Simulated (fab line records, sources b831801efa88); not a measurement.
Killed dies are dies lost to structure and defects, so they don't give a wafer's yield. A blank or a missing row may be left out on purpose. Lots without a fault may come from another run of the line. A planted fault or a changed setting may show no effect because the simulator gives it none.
Chamber matching | flow sfq_line | SFQ_TRILAYER_I2_CMP_CMP_064 on cmp-02: 4 sister chambers
The step polishes SiO2. 4 wafers are shown with their chamber, then 7 later ones without.

WAFERS WITH THEIR CHAMBER
wafer  | chamber | motor_current_A (A)
L464.6 | 0       | 9.9
L466.6 | 2       | 10.1
L469.1 | 1       | 10.9
L469.2 | 3       | 9.1

WAFERS WITHOUT THEIR CHAMBER
wafer  | motor_current_A (A)
L469.4 | 10.9
L470.2 | 10.0
L470.3 | 9.7
L470.6 | 10.1
L474.1 | 9.5
L474.2 | 8.6
L474.4 | 9.6

WHICH CHAMBER EACH WENT THROUGH
wafer  | from the rows above          | in truth
L469.4 | 1                            | 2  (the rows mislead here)
L470.2 | can't be placed: 0 or 2      | 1
L470.3 | can't be placed: 0 or 2 or 3 | 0
L470.6 | can't be placed: 2 or 0      | 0
L474.1 | can't be placed: 0 or 3 or 2 | 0
L474.2 | 3                            | 3
L474.4 | can't be placed: 0 or 2 or 3 | 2
Placed correctly: 1 of 7. Can't be placed from these rows: 5 (the true chamber is among the candidates in 4). Placed wrongly: 1.
How it was worked out, from the rows above alone: a wafer's distance from a chamber is the root of the sum, over the readings, of the square of ((its reading less the chamber's mean) divided by the reading's scatter). The wafer belongs to the nearest chamber; if the next one is less than 2 further off, it can't be placed. A chamber's mean is the mean of its shown wafers. The scatter: with one shown wafer a chamber, the root of the mean of the squares of how far each hidden wafer lies from its nearest shown one.
